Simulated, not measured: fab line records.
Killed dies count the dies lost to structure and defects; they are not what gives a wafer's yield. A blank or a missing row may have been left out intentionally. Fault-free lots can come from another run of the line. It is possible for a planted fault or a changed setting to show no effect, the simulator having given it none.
fab line records	flow gf180mcu
record lots=5	wafers=23
route steps=602 shown PSD@254 SAB@264 SALICIDE@281 CONTACT@287 M1@327
start_h: hours from the record's first day to the start of the lot's first wafer shown	wait_h: how many hours have passed since the lot's step before this one	" same as the row above	L1.1+2: a single row standing in for several wafers	- value missing, or start not given	* or withheld: withheld	< > ~ a bound
route shown NAME@n: names a module that has steps shown in the file, with the first one's number in the route	usual: average and standard deviation across the fault-free wafers	same: alike in all rows	chamber/n: place in a boat	sites: per-site readings	_std_site: standard deviation across them	_edge_site: the outer-site mean with the inner-site mean subtracted	radius_mm: how far each site lies from the wafer's centre	mask NAME#n: copy n	behind: tool/chamber where the wafer was last shaped	hold: cause of the lot's hold/its duration in hours/its outcome	device: names the non-switching transistor (n, p or np)	end of line: the same wafers' tests at the end of the route	where a step has no rows: the recipe by itself	killed: at the first sort, the dies lost to defects and structure; wafer yield is something else	map: the dies of a wafer, with x for killed, . for not killed, _ for no die there
set.NAME: the setting that was run; set.NAME@STEP: the one run at that earlier step	model.NAME: the simulator's own value behind a step, which no gauge read
one table per step and one row per wafer, for lots whose settings were changed on purpose
## steps
# step GF_PSD_DEVELOP_06
# recipe develop_time_s=60	dev_temp_c=23
lot.wafer	tool	chamber	start_h	wait_h	set.dev_temp_c
L074.1+6	litho_track-01	0	305.42	0.1	23
L074.2+3+5	"	0	"	"	21.39
L076.1+3+6	litho_track-02	0	324.73	0.1	23
L080.1+2+3	litho_track-04	0	385.89	0.1	25.11
L080.4+5	"	0	"	"	23
L082.1+2+6	litho_track-02	0	392.68	0.1	20.44
L082.3+4	"	0	"	"	23
L083.1+3+4	litho_track-01	0	400.67	0.1	26
L083.5+6	"	0	"	"	23
# step GF_PSD_CD_MEAS_07
# recipe target_cd_nm=400
# usual cd_nm=400.9/2.2
lot.wafer	tool	chamber	start_h	wait_h	set.dev_temp_c@PSD_DEVELOP_06	cd_nm
L074.1	cd_sem-01	-	305.57	0.1	23	400.9
L074.2	"	-	"	"	21.39	405.3
L074.3	"	-	"	"	21.39	405.6
L074.5	"	-	"	"	21.39	404.8
L074.6	"	-	"	"	23	401.7
L076.1	cd_sem-02	-	324.88	0.1	23	404.6
L076.3	"	-	"	"	23	403.8
L076.6	"	-	"	"	23	404.4
L080.1	cd_sem-02	-	386.04	0.1	25.11	389.1
L080.2	"	-	"	"	25.11	391.1
L080.3	"	-	"	"	25.11	390.3
L080.4	"	-	"	"	23	395.9
L080.5	"	-	"	"	23	396.8
L082.1	cd_sem-01	-	392.83	0.1	20.44	410.5
L082.2	"	-	"	"	20.44	410.4
L082.3	"	-	"	"	23	402.1
L082.4	"	-	"	"	23	401.1
L082.6	"	-	"	"	20.44	410.8
L083.1	cd_sem-02	-	400.82	0.1	26	393.0
L083.3	"	-	"	"	26	393.3
L083.4	"	-	"	"	26	391.9
L083.5	"	-	"	"	23	405.1
L083.6	"	-	"	"	23	404.7
# step GF_SAB_CVD_00
# recipe material=SiO2	target_thk_nm=50	precursor=TEOS	temp_c=400	time_s=4.9302	rf_w=600
lot.wafer	tool	chamber	start_h	wait_h	set.time_s	model.SiO2_of_SAB_CVD_00.thk_nm
L074.1	pecvd-01	0	306.41	0.1	4.395	44.58
L074.2	"	2	"	"	4.9302	48.97
L074.3	"	1	"	"	4.395	44.19
L074.5	"	1	"	"	4.9302	50.31
L074.6	"	2	"	"	4.395	44.18
L076.1	pecvd-01	1	325.72	0.1	4.9302	49.6
L076.3	"	2	"	"	4.9302	49.56
L076.6	"	2	"	"	4.9302	50.77
L080.1	pecvd-02	1	386.88	0.1	4.9302	50.18
L080.2	"	0	"	"	4.9302	50.02
L080.3	"	2	"	"	4.9302	49.91
L080.4+5	"	2,1	"	"	4.9302	51.21
L082.1	pecvd-01	2	393.67	0.1	4.737	46.11
L082.2	"	1	"	"	4.9302	49.37
L082.3	"	0	"	"	4.9302	49.64
L082.4	"	1	"	"	4.737	47.45
L082.6	"	2	"	"	4.9302	49.1
L083.1	pecvd-02	2	401.67	0.1	4.9302	49.65
L083.3	"	0	"	"	5.351	54.87
L083.4	"	0	"	"	4.9302	51.11
L083.5	"	2	"	"	5.351	54.86
L083.6	"	1	"	"	5.351	55.35
# step GF_SAB_THK_MEAS_01
# recipe reads=SiO2_of_SAB_CVD_00
# usual SAB_CVD_00_THK=50.2/0.7
lot.wafer	tool	chamber	start_h	wait_h	set.time_s@SAB_CVD_00	SAB_CVD_00_THK[nm]
L074.1	film_metro-01	-	306.43	0.0	4.395	44.6
L074.2	"	-	"	"	4.9302	49.0
L074.3	"	-	"	"	4.395	44.2
L074.5	"	-	"	"	4.9302	50.3
L074.6	"	-	"	"	4.395	44.1
L076.1	film_metro-01	-	325.74	0.0	4.9302	49.6
L076.3	"	-	"	"	4.9302	49.5
L076.6	"	-	"	"	4.9302	50.7
L080.1	film_metro-03	-	386.90	0.0	4.9302	50.2
L080.2	"	-	"	"	4.9302	50.0
L080.3	"	-	"	"	4.9302	49.9
L080.4	"	-	"	"	4.9302	51.2
L080.5	"	-	"	"	4.9302	51.2
L082.1	film_metro-02	-	393.73	0.1	4.737	46.1
L082.2	"	-	"	"	4.9302	49.4
L082.3	"	-	"	"	4.9302	49.6
L082.4	"	-	"	"	4.737	47.5
L082.6	"	-	"	"	4.9302	49.1
L083.1	film_metro-03	-	401.69	0.0	4.9302	49.6
L083.3	"	-	"	"	5.351	54.9
L083.4	"	-	"	"	4.9302	51.1
L083.5	"	-	"	"	5.351	54.9
L083.6	"	-	"	"	5.351	55.4
# step GF_SAB_DEVELOP_08
# recipe develop_time_s=60	dev_temp_c=23
lot.wafer	tool	chamber	start_h	wait_h	set.develop_time_s
L074.1+3+5	litho_track-02	0	327.23	0.1	60
L074.2+6	"	0	"	"	68.62
L076.1+3+6	litho_track-01	0	346.82	0.1	60
L080.1+2+4	litho_track-03	0	409.86	0.1	65.33
L080.3+5	"	0	"	"	60
L082.1+4+6	litho_track-02	0	416.98	0.1	56.88
L082.2+3	"	0	"	"	60
L083.1+4+6	litho_track-02	0	425.03	0.1	60
L083.3+5	"	0	"	"	55.65
# step GF_SAB_CD_MEAS_09
# recipe target_cd_nm=420
# usual cd_nm=419.3/1.9
lot.wafer	tool	chamber	start_h	wait_h	set.develop_time_s@SAB_DEVELOP_08	cd_nm
L074.1	cd_sem-02	-	327.38	0.1	60	420.9
L074.2	"	-	"	"	68.62	408.8
L074.3	"	-	"	"	60	421.0
L074.5	"	-	"	"	60	420.3
L074.6	"	-	"	"	68.62	407.2
L076.1	cd_sem-01	-	346.97	0.1	60	421.4
L076.3	"	-	"	"	60	419.6
L076.6	"	-	"	"	60	419.7
L080.1	cd_sem-02	-	410.01	0.1	65.33	412.9
L080.2	"	-	"	"	65.33	412.7
L080.3	"	-	"	"	60	419.3
L080.4	"	-	"	"	65.33	412.7
L080.5	"	-	"	"	60	422.8
L082.1	cd_sem-01	-	417.13	0.1	56.88	425.6
L082.2	"	-	"	"	60	422.4
L082.3	"	-	"	"	60	421.0
L082.4	"	-	"	"	56.88	426.4
L082.6	"	-	"	"	56.88	426.2
L083.1	cd_sem-01	-	425.18	0.1	60	421.2
L083.3	"	-	"	"	55.65	427.3
L083.4	"	-	"	"	60	421.5
L083.5	"	-	"	"	55.65	429.3
L083.6	"	-	"	"	60	420.7
# step GF_SAB_ETCH_11
# recipe chemistry=C4F8/O2/Ar	mask_material=NOVOLAK	target=SiO2	target_depth_nm=55	source_w=1448	bias_w=1200	pressure_mtorr=40	c4f8_flow_sccm=withheld	O2_flow_sccm=6	Ar_flow_sccm=300	time_s=8.5
lot.wafer	tool	chamber	start_h	wait_h	set.develop_time_s@SAB_DEVELOP_08	model.SAB.cd_nm
L074.1	rie_diel-03	2	327.54	0.0	60	421.1
L074.2	"	3	"	"	68.62	409.3
L074.3	"	1	"	"	60	421.4
L074.5	"	1	"	"	60	420.9
L074.6	"	2	"	"	68.62	407.7
L076.1	rie_diel-04	2	347.12	0.0	60	422
L076.3	"	0	"	"	60	420.4
L076.6	"	1	"	"	60	420.6
L080.1	rie_diel-02	2	410.17	0.0	65.33	412.9
L080.2	"	1	"	"	65.33	412
L080.3	"	0	"	"	60	419.5
L080.4	"	3	"	"	65.33	412.6
L080.5	"	3	"	"	60	422.5
L082.1	rie_diel-04	1	417.29	0.0	56.88	425.7
L082.2	"	2	"	"	60	422.9
L082.3	"	0	"	"	60	421.4
L082.4	"	3	"	"	56.88	426.8
L082.6	"	3	"	"	56.88	426.9
L083.1	rie_diel-04	3	425.34	0.0	60	421.4
L083.3	"	2	"	"	55.65	427
L083.4	"	0	"	"	60	421.7
L083.5	"	3	"	"	55.65	429.4
L083.6	"	0	"	"	60	420.4
# step GF_SALICIDE_SPUTTER_03
# recipe material=TiN	target_thk_nm=20	power_w=6500	time_s=16.7	chamber_pressure_pa=0.4
lot.wafer	tool	chamber	start_h	wait_h	set.time_s	model.TiN_of_SALICIDE_SPUTTER_03.thk_nm
L074.1	pvd_sputter-04	-	327.93	0.0	16.7	20.52
L074.2	"	-	"	"	16.7	20.32
L074.3	"	-	"	"	16.7	19.91
L074.5	"	-	"	"	16.7	20.46
L074.6	"	-	"	"	16.7	19.95
L076.1	pvd_sputter-04	-	347.49	0.0	16.7	19.5
L076.3	"	-	"	"	16.7	20.09
L076.6	"	-	"	"	16.7	20.13
L080.1	pvd_sputter-01	-	410.55	0.0	16.7	20.19
L080.2	"	-	"	"	16.7	20.73
L080.3	"	-	"	"	17.37	21.56
L080.4	"	-	"	"	17.37	21.32
L080.5	"	-	"	"	16.7	20.52
L082.1	pvd_sputter-02	-	417.76	0.0	16.7	19.77
L082.2+3	"	-	"	"	16.7	20.14
L082.4	"	-	"	"	19.12	22.87
L082.6	"	-	"	"	19.12	22.97
L083.1	pvd_sputter-01	-	425.75	0.0	16.7	20.23
L083.3	"	-	"	"	18.87	22.77
L083.4	"	-	"	"	18.87	22.78
L083.5	"	-	"	"	16.7	20.08
L083.6	"	-	"	"	16.7	20.13
# step GF_SALICIDE_RS_MEAS_04
# recipe thk_meas_gauge=four-point-probe	reads=TiN_of_SALICIDE_SPUTTER_03+Co_of_SALICIDE_SPUTTER_02
# usual SALICIDE_TIN_RS=16.2/0.33
lot.wafer	tool	chamber	start_h	wait_h	set.time_s@SALICIDE_SPUTTER_03	SALICIDE_TIN_RS[ohm/sq]
L074.1	film_metro-03	-	327.95	0.0	16.7	15.7
L074.2	"	-	"	"	16.7	15.9
L074.3	"	-	"	"	16.7	15.8
L074.5	"	-	"	"	16.7	15.8
L074.6	"	-	"	"	16.7	15.9
L076.1	film_metro-01	-	347.52	0.0	16.7	16.6
L076.3	"	-	"	"	16.7	16.6
L076.6	"	-	"	"	16.7	16.4
L080.1	film_metro-03	-	410.58	0.0	16.7	16.1
L080.2	"	-	"	"	16.7	16.0
L080.3	"	-	"	"	17.37	15.7
L080.4	"	-	"	"	17.37	15.6
L080.5	"	-	"	"	16.7	16.0
L082.1	film_metro-04	-	417.79	0.0	16.7	16.5
L082.2	"	-	"	"	16.7	15.9
L082.3	"	-	"	"	16.7	15.9
L082.4	"	-	"	"	19.12	15.4
L082.6	"	-	"	"	19.12	15.3
L083.1	film_metro-04	-	425.78	0.0	16.7	16.3
L083.3	"	-	"	"	18.87	15.8
L083.4	"	-	"	"	18.87	15.3
L083.5	"	-	"	"	16.7	16.2
L083.6	"	-	"	"	16.7	16.4
# step GF_SALICIDE_THK_MEAS_05
# recipe thk_meas_gauge=xrf	reads=TiN_of_SALICIDE_SPUTTER_03
# usual SALICIDE_TIN_THK=20.23/0.26
lot.wafer	tool	chamber	start_h	wait_h	set.time_s@SALICIDE_SPUTTER_03	SALICIDE_TIN_THK[nm]
L074.1	film_metro-03	-	328.07	0.1	16.7	20.68
L074.2	"	-	"	"	16.7	20.42
L074.3	"	-	"	"	16.7	20.02
L074.5	"	-	"	"	16.7	20.58
L074.6	"	-	"	"	16.7	20.00
L076.1	film_metro-01	-	347.64	0.1	16.7	19.69
L076.3	"	-	"	"	16.7	20.25
L076.6	"	-	"	"	16.7	20.22
L080.1	film_metro-03	-	410.70	0.1	16.7	20.18
L080.2	"	-	"	"	16.7	20.85
L080.3	"	-	"	"	17.37	21.59
L080.4	"	-	"	"	17.37	21.41
L080.5	"	-	"	"	16.7	20.53
L082.1	film_metro-04	-	417.91	0.1	16.7	20.03
L082.2	"	-	"	"	16.7	20.47
L082.3	"	-	"	"	16.7	20.36
L082.4	"	-	"	"	19.12	23.19
L082.6	"	-	"	"	19.12	23.24
L083.1	film_metro-04	-	425.90	0.1	16.7	20.52
L083.3	"	-	"	"	18.87	23.05
L083.4	"	-	"	"	18.87	23.11
L083.5	"	-	"	"	16.7	20.40
L083.6	"	-	"	"	16.7	20.38
# step GF_CONTACT_CVD_00
# recipe material=SiO2	target_thk_nm=300	sigma_open_frac=0.3	temp_c=400	time_s=50	sih4_flow_sccm=60	pressure_mtorr=6
lot.wafer	tool	chamber	start_h	wait_h	set.sih4_flow_sccm	model.SiO2_of_CONTACT_CVD_00.thk_nm
L074.1	hdpcvd-01	0	328.44	0.1	60	297.4
L074.2	"	2	"	"	52.58	262.7
L074.3	"	1	"	"	52.58	257.1
L074.5	"	0	"	"	60	298.2
L074.6	"	2	"	"	52.58	260.9
L076.1	hdpcvd-01	0	348.00	0.1	60	300.5
L076.3	"	1	"	"	60	300.9
L076.6	"	0	"	"	60	302.9
L080.1	hdpcvd-02	1	411.07	0.1	51.58	257.5
L080.2	"	0	"	"	60	301.3
L080.3	"	2	"	"	60	300.5
L080.4	"	0	"	"	51.58	258.8
L080.5	"	1	"	"	60	298.9
L082.1	hdpcvd-01	1	418.28	0.1	60	299.4
L082.2	"	0	"	"	60	299
L082.3	"	2	"	"	67.99	343.2
L082.4	"	1	"	"	67.99	337.2
L082.6	"	0	"	"	67.99	340.6
L083.1	hdpcvd-02	1	426.25	0.1	52.03	264.9
L083.3	"	0	"	"	52.03	262.7
L083.4	"	1	"	"	60	302.2
L083.5	"	2	"	"	52.03	259.5
L083.6	"	0	"	"	60	304.1
# step GF_CONTACT_THK_MEAS_01
# recipe reads=SiO2_of_CONTACT_CVD_00
# usual CONTACT_CVD_00_THK=300/3.2
lot.wafer	tool	chamber	start_h	wait_h	set.sih4_flow_sccm@CONTACT_CVD_00	CONTACT_CVD_00_THK[nm]
L074.1	film_metro-02	-	328.48	0.0	60	297
L074.2	"	-	"	"	52.58	263
L074.3	"	-	"	"	52.58	257
L074.5	"	-	"	"	60	298
L074.6	"	-	"	"	52.58	261
L076.1	film_metro-03	-	348.04	0.0	60	300
L076.3	"	-	"	"	60	301
L076.6	"	-	"	"	60	303
L080.1	film_metro-03	-	411.11	0.0	51.58	258
L080.2	"	-	"	"	60	301
L080.3	"	-	"	"	60	300
L080.4	"	-	"	"	51.58	259
L080.5	"	-	"	"	60	299
L082.1	film_metro-02	-	418.32	0.0	60	299
L082.2	"	-	"	"	60	299
L082.3	"	-	"	"	67.99	343
L082.4	"	-	"	"	67.99	337
L082.6	"	-	"	"	67.99	341
L083.1	film_metro-02	-	426.29	0.0	52.03	265
L083.3	"	-	"	"	52.03	262
L083.4	"	-	"	"	60	302
L083.5	"	-	"	"	52.03	259
L083.6	"	-	"	"	60	304
# step GF_CONTACT_CMP_04
# recipe material=SiO2	down_force_psi=4	platen_rpm=60	pad_velocity_m_s=0.94248
lot.wafer	tool	chamber	start_h	wait_h	set.leave_above_ref_nm	model.SiO2_of_CONTACT_CVD_02.thk_nm
L074.3	cmp-02	2	328.67	0.0	560	560.8
L074.2	"	0	"	"	560	560.9
L074.1	"	1	"	"	560	561.7
L074.5	"	2	"	"	560	558.9
L074.6	"	3	"	"	560	559.5
L076.1	cmp-02	1	348.34	0.1	560	560.5
L076.3	"	2	"	"	560	559.8
L076.6	"	0	"	"	560	559.3
L080.4	cmp-01	3	411.30	0.0	588.2	587.9
L080.1	"	0	"	"	588.2	588.7
L080.2+3	"	1,2	"	"	560	559.3
L080.5	"	0	"	"	588.2	589.4
L082.3	cmp-01	2	418.51	0.0	560	559.8
L082.4	"	3	"	"	560	559.6
L082.1	"	0	"	"	560	561.7
L082.2	"	1	"	"	560	560.1
L082.6	"	3	"	"	560	561.8
L083.3	cmp-02	2	426.48	0.0	560	558.2
L083.4	"	0	"	"	560	559.6
L083.1	"	1	"	"	541.9	541.8
L083.5	"	2	"	"	541.9	540.5
L083.6	"	3	"	"	560	558.5
# step GF_CONTACT_DEHYDRATE_06
# recipe temp_c=200	time_s=60
# step GF_CONTACT_ETCH_16
# recipe chemistry=N2/H2	target_depth_a=withheld	overetch_a=withheld	time_s=withheld	target=BARC	ion_energy_ev=200	source_w=500	bias_w=100	pressure_mtorr=30	n2_flow_sccm=100	h2_flow_sccm=200
# step GF_CONTACT_ETCH_17
# recipe chemistry=C4F8/O2/Ar	mask_material=KrF	target=SiO2	stop_on=CoSi2	source_w=1500	bias_w=1200	pressure_mtorr=40	c4f8_flow_sccm=withheld	O2_flow_sccm=6	Ar_flow_sccm=300	time_s=withheld	target_depth_a=8600
# usual oes_product_au=0.814/0.0046
lot.wafer	tool	chamber	start_h	wait_h	set.sih4_flow_sccm@CONTACT_CVD_00	set.leave_above_ref_nm@CONTACT_CMP_04	oes_product_au	model.CONTACT.feature_depth_nm
L074.1	rie_diel-04	3	-	-	60	560	0.815	859.1
L074.2	"	2	"	"	52.58	560	0.806	823.6
L074.3	"	1	"	"	52.58	560	0.797	818
L074.5	"	2	"	"	60	560	0.812	857.1
L074.6	"	3	"	"	52.58	560	0.801	820.5
L076.1	rie_diel-03	0	-	-	60	560	0.816	861
L076.3	"	1	"	"	60	560	0.816	860.6
L076.6	"	1	"	"	60	560	0.815	862.3
L080.1	rie_diel-01	0	-	-	51.58	588.2	0.803	846.2
L080.2	"	1	"	"	60	560	0.810	860.6
L080.3	"	3	"	"	60	560	0.819	859.8
L080.4	"	2	"	"	51.58	588.2	0.807	846.7
L080.5	"	3	"	"	60	588.2	0.821	888.2
L082.1	rie_diel-04	2	-	-	60	560	0.811	861.2
L082.2	"	0	"	"	60	560	0.816	859.1
L082.3	"	1	"	"	67.99	560	0.828	903
L082.4	"	3	"	"	67.99	560	0.834	896.8
L082.6	"	1	"	"	67.99	560	0.835	902.4
L083.1	rie_diel-03	2	-	-	52.03	541.9	0.792	806.7
L083.3	"	1	"	"	52.03	560	0.791	820.9
L083.4	"	3	"	"	60	560	0.819	861.8
L083.5	"	3	"	"	52.03	541.9	0.777	799.9
L083.6	"	0	"	"	60	560	0.821	862.6
# step GF_CONTACT_SPUTTER_23
# recipe material=TiN	target_thk_nm=10	chamber_pressure_pa=5	power_w=4000	time_s=40
lot.wafer	tool	chamber	start_h	wait_h	set.time_s	model.TiN_of_CONTACT_SPUTTER_23.thk_nm
L074.1	pvd_sputter-04	-	350.61	0.0	35.86	8.928
L074.2	"	-	"	"	35.86	8.997
L074.3	"	-	"	"	40	9.793
L074.5	"	-	"	"	35.86	9.001
L074.6	"	-	"	"	40	10.12
L076.1	pvd_sputter-03	-	370.87	0.0	40	9.939
L076.3	"	-	"	"	40	9.793
L076.6	"	-	"	"	40	9.969
L080.1	pvd_sputter-04	-	435.99	0.0	42.69	10.38
L080.2	"	-	"	"	42.69	10.43
L080.3	"	-	"	"	40	10.01
L080.4	"	-	"	"	42.69	10.69
L080.5	"	-	"	"	40	9.878
L082.1	pvd_sputter-01	-	443.33	0.0	42.15	10.23
L082.2	"	-	"	"	42.15	10.6
L082.3	"	-	"	"	40	9.946
L082.4	"	-	"	"	42.15	10.33
L082.6	"	-	"	"	40	9.771
L083.1	pvd_sputter-03	-	451.84	0.0	42.36	10.42
L083.3	"	-	"	"	40	9.785
L083.4	"	-	"	"	42.36	10.29
L083.5	"	-	"	"	40	9.759
L083.6	"	-	"	"	42.36	10.36
# step GF_CONTACT_CMP_27
# recipe stop_on=SiO2	down_force_psi=3.5	platen_rpm=60	t_overpolish_s=15	target_thk_nm=0	pad_velocity_m_s=0.94248
lot.wafer	tool	chamber	start_h	wait_h	set.t_overpolish_s	set.leave_above_ref_nm@CONTACT_CMP_04	model.SiO2_of_CONTACT_CVD_02.thk_nm
L074.3	cmp-01	0	350.92	0.0	15	560	554
L074.1	"	2	"	"	15	560	555
L074.2	"	3	"	"	12.99	560	554.5
L074.5	"	0	"	"	12.99	560	552.6
L074.6	"	1	"	"	12.99	560	553.2
L076.3	cmp-01	2	371.29	0.1	15	560	552.9
L076.1	"	3	"	"	15	560	553.7
L076.6	"	0	"	"	15	560	552.5
L080.4	cmp-02	0	436.31	0.0	10.63	588.2	582
L080.1	"	1	"	"	15	588.2	581.8
L080.2	"	2	"	"	10.63	560	553.4
L080.3	"	3	"	"	15	560	552.5
L080.5	"	1	"	"	10.63	588.2	583.5
L082.4	cmp-01	1	443.65	0.0	17.98	560	552.2
L082.1	"	2	"	"	15	560	555
L082.3	"	3	"	"	17.98	560	552.4
L082.2	"	0	"	"	15	560	553.4
L082.6	"	2	"	"	15	560	555.1
L083.3	cmp-01	3	452.16	0.0	10.74	560	552.4
L083.4	"	1	"	"	10.74	560	553.8
L083.1	"	2	"	"	15	541.9	535.1
L083.6	"	3	"	"	15	560	551.8
L083.5	"	0	"	"	15	541.9	533.7
# step GF_M1_PEB_12
# recipe peb_temp_c=135	peb_time_s=90	resist=KrF
lot.wafer	tool	chamber	start_h	wait_h	set.peb_time_s
L074.1+3+5	litho_track-02	0	-	-	90
L074.2+6	"	0	"	"	98.35
L076.1+3+6	litho_track-04	0	-	-	90
L080.1+2+3	litho_track-02	0	-	-	94.23
L080.4+5	"	0	"	"	90
L082.1+3+4	litho_track-03	0	-	-	95.45
L082.2+6	"	0	"	"	90
L083.1+3	litho_track-04	0	-	-	101.7
L083.4+5+6	"	0	"	"	90
# step GF_M1_DEVELOP_13
# recipe develop_time_s=60	dev_temp_c=21
# step GF_M1_CD_MEAS_14
# recipe target_cd_nm=230
# usual cd_nm=229.6/1.2
lot.wafer	tool	chamber	start_h	wait_h	set.peb_time_s@M1_PEB_12	cd_nm
L074.1	cd_sem-02	-	373.58	0.1	90	227.9
L074.2	"	-	"	"	98.35	225.8
L074.3	"	-	"	"	90	228.6
L074.5	"	-	"	"	90	228.1
L074.6	"	-	"	"	98.35	226.2
L076.1	cd_sem-02	-	393.79	0.1	90	230.7
L076.3	"	-	"	"	90	230.3
L076.6	"	-	"	"	90	231.2
L080.1	cd_sem-02	-	461.19	0.2	94.23	228.6
L080.2	"	-	"	"	94.23	230.0
L080.3	"	-	"	"	94.23	229.7
L080.4	"	-	"	"	90	231.1
L080.5	"	-	"	"	90	230.5
L082.1	cd_sem-02	-	468.66	0.1	95.45	226.9
L082.2	"	-	"	"	90	228.9
L082.3	"	-	"	"	95.45	225.7
L082.4	"	-	"	"	95.45	227.4
L082.6	"	-	"	"	90	229.3
L083.1	cd_sem-01	-	476.89	0.1	101.7	226.0
L083.3	"	-	"	"	101.7	226.7
L083.4	"	-	"	"	90	230.0
L083.5	"	-	"	"	90	229.2
L083.6	"	-	"	"	90	229.3
## key
split step=GF_PSD_DEVELOP_06	setting=dev_temp_c	stated=23	by=wafer
response step=GF_PSD_CD_MEAS_07	reading=cd_nm	change=-0.803	per=1%	r=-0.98
split step=GF_SAB_CVD_00	setting=time_s	stated=4.9302	by=wafer
response step=GF_SAB_CVD_00	reading=model.SiO2_of_SAB_CVD_00.thk_nm	change=+0.522	per=1%	r=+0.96
response step=GF_SAB_THK_MEAS_01	reading=SAB_CVD_00_THK	change=+0.523	per=1%	r=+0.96
split step=GF_SAB_DEVELOP_08	setting=develop_time_s	stated=60	by=wafer
response step=GF_SAB_CD_MEAS_09	reading=cd_nm	change=-0.91	per=1%	r=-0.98
response step=GF_SAB_ETCH_11	reading=model.SAB.cd_nm	change=-0.907	per=1%	r=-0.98
split step=GF_SALICIDE_SPUTTER_03	setting=time_s	stated=16.7	by=wafer
response step=GF_SALICIDE_SPUTTER_03	reading=model.TiN_of_SALICIDE_SPUTTER_03.thk_nm	change=+0.203	per=1%	r=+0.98
response step=GF_SALICIDE_RS_MEAS_04	reading=SALICIDE_TIN_RS	change=-0.0584	per=1%	r=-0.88
response step=GF_SALICIDE_THK_MEAS_05	reading=SALICIDE_TIN_THK	change=+0.205	per=1%	r=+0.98
split step=GF_CONTACT_CVD_00	setting=sih4_flow_sccm	stated=60	by=wafer
response step=GF_CONTACT_CVD_00	reading=model.SiO2_of_CONTACT_CVD_00.thk_nm	change=+3.05	per=1%	r=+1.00
response step=GF_CONTACT_THK_MEAS_01	reading=CONTACT_CVD_00_THK	change=+3.05	per=1%	r=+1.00
response step=GF_CONTACT_ETCH_17	reading=oes_product_au	change=+0.00144	per=1%	r=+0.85
response step=GF_CONTACT_ETCH_17	reading=model.CONTACT.feature_depth_nm	change=+2.89	per=1%	r=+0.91
split step=GF_CONTACT_CMP_04	setting=leave_above_ref_nm	stated=560	by=wafer
response step=GF_CONTACT_CMP_04	reading=model.SiO2_of_CONTACT_CVD_02.thk_nm	change=+5.72	per=1%	r=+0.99
response step=GF_CONTACT_CMP_27	reading=model.SiO2_of_CONTACT_CVD_02.thk_nm	change=+5.8	per=1%	r=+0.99
response step=GF_CONTACT_ETCH_17	reading=model.CONTACT.feature_depth_nm	slope=+5.67	per=1%	together_with=sih4_flow_sccm@CONTACT_CVD_00	explained=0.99
split step=GF_CONTACT_SPUTTER_23	setting=time_s	stated=40	by=wafer
response step=GF_CONTACT_SPUTTER_23	reading=model.TiN_of_CONTACT_SPUTTER_23.thk_nm	change=+0.0933	per=1%	r=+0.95
split step=GF_CONTACT_CMP_27	setting=t_overpolish_s	stated=15	by=wafer
response none clear
split step=GF_M1_PEB_12	setting=peb_time_s	stated=90	by=wafer
response step=GF_M1_CD_MEAS_14	reading=cd_nm	change=-0.263	per=1%	r=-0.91
